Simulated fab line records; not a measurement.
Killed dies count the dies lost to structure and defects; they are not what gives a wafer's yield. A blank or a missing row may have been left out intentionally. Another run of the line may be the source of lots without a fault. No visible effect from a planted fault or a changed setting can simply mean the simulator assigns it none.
Problem report in the 8D (eight disciplines) form, filled by code    flow gf180mcu    the parts of the form that need people (team, actions taken, sign-off) are left out

## 1. THE PROBLEM
Mean of doseIonsCm2 at GF_DNWELL_IMPLANT_07: 9.726e+12 across 6 wafers in 2 lots; on wafers with no fault it is 9.997e+12 (standard deviation 1.2e+10). That is -23 standard deviations from the usual mean.
First observed at day 7 05:39: wafer L202.3, on implanter-02. The record holds 18 wafers of 6 lots with a number at this step. Rule for "out", or "out of limits": more than 4 standard deviations from the usual mean. Any other wafer with a number is counted as sound.

## 2. WHAT IT IS; WHAT IT IS NOT
question                     is                      is not
which readings at this step  doseIonsCm2             -
which lots                   L202, L204              L184, L191, L200, L203
which wafers of those lots   all that have a number  -
read on which tools          implanter-02            implanter-03
when                         from day 7 05:39        up to then (9 sound wafers); but 3 sound wafers of L203 came after

## 3. THE SUSPECTS, EACH WITH WHAT RULES IT OUT
Counting: any tool at a process step up to the reading is kept as a suspect provided that every lot that is out went through it and no sound lot did after the first of them.
- implanter-02 at GF_DNWELL_IMPLANT_07: kept. It processed each lot that is out, first L202 at day 7 05:39, and no sound lot thereafter; up to then, the last sound lot it processed was L184 at day 3 05:29. Its own readings are out on those wafers: doseIonsCm2.
Remaining after the count: implanter-02 at GF_DNWELL_IMPLANT_07.

## 4. THE CAUSE (what the simulator had put in)
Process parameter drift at GF_DNWELL_IMPLANT_07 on implanter-02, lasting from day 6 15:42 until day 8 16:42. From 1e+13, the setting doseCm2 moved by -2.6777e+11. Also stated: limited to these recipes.
The count eliminated every tool but this one.

## 5. SEQUENCE OF EFFECTS, ordered by route
Each row: a reading where the mean over the struck wafers with a number is more than 3 standard deviations away from the usual. Readings are gone through only where the record gives a usual standard deviation; hours: the median, over the lots, of the time from a lot's start at the first step in this table giving one to that lot's start at this step; sigmas: the change measured in usual standard deviations.
hours  step                  reading      usual      on struck wafers  change      sigmas
0      GF_DNWELL_IMPLANT_07  doseIonsCm2  9.997e+12  9.726e+12         -2.715e+11  -23
Process steps it contains:
- GF_DNWELL_IMPLANT_07

## 6. WHAT WOULD HAVE CAUGHT IT SOONER
First out-of-limits reading in this record: day 7 05:39, which is 14 hours after fault onset at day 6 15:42.
